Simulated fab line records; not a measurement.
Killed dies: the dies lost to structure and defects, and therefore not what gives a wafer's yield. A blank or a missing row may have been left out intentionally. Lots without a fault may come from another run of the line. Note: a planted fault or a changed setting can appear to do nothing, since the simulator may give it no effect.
The tool behind it: which one?    flow gf180mcu    Sampling: 7 lots, 20 wafers, 2 of 602 route steps

## WHAT THE GAUGES READ, wafer by wafer
GF_LVPWELL_OVL_MEAS_07.
lot   measured     on          LVPWELL_OVL (nm)
L235  day 4 01:44  overlay-01  -0.2 -1.7 1.7
L238  day 4 19:07  overlay-01  0.7 -0.2 1.2
L240  day 5 07:34  overlay-01  -1.0 -3.1 -1.3
L244  day 6 07:01  overlay-01  -0.8 -1.4 -2.2
L246  day 6 16:19  overlay-02  0.6 0.6 -1.9
L252  day 8 02:16  overlay-02  -2.2 -
L257  day 9 04:44  overlay-01  -1.9 -0.6 0.3

## EACH LOT AND THE TOOL THAT RAN IT (in order: tool; ch and the chambers of the sampled wafers; start)
lot   GF_LVPWELL_DEVELOP_06
L235  lithoTrack-03 ch 0, day 4 01:00
L238  lithoTrack-02 ch 0, day 4 18:00
L240  lithoTrack-02 ch 0, day 5 07:00
L244  lithoTrack-02 ch 0, day 6 06:00
L246  lithoTrack-02 ch 0, day 6 16:00
L252  lithoTrack-02 ch 0, day 8 02:00
L257  lithoTrack-03 ch 0, day 9 04:00
- GF_LVPWELL_DEVELOP_06: develop time 60 s.

## THE ANSWER, worked out from the rows above alone
Rule: the lots themselves supply what counts as usual. Put in order of their means at a reading, lots are off if they are a third of the lots or fewer, leave a main group of 4 or more, and stand apart from it by a gap of 3 or more times the standard deviation of the main group's means; of several such gaps the widest counts. A main group is skipped when, at the precision printed for the reading in the tables above, its means are all equal. Also off: a lot with no number at a reading for which 4 or more lots have one. Any other lot the step has rows for is counted as sound.
Nothing can be told from this: no lot is off at any reading shown.

## WHAT THE SIMULATOR PUT IN
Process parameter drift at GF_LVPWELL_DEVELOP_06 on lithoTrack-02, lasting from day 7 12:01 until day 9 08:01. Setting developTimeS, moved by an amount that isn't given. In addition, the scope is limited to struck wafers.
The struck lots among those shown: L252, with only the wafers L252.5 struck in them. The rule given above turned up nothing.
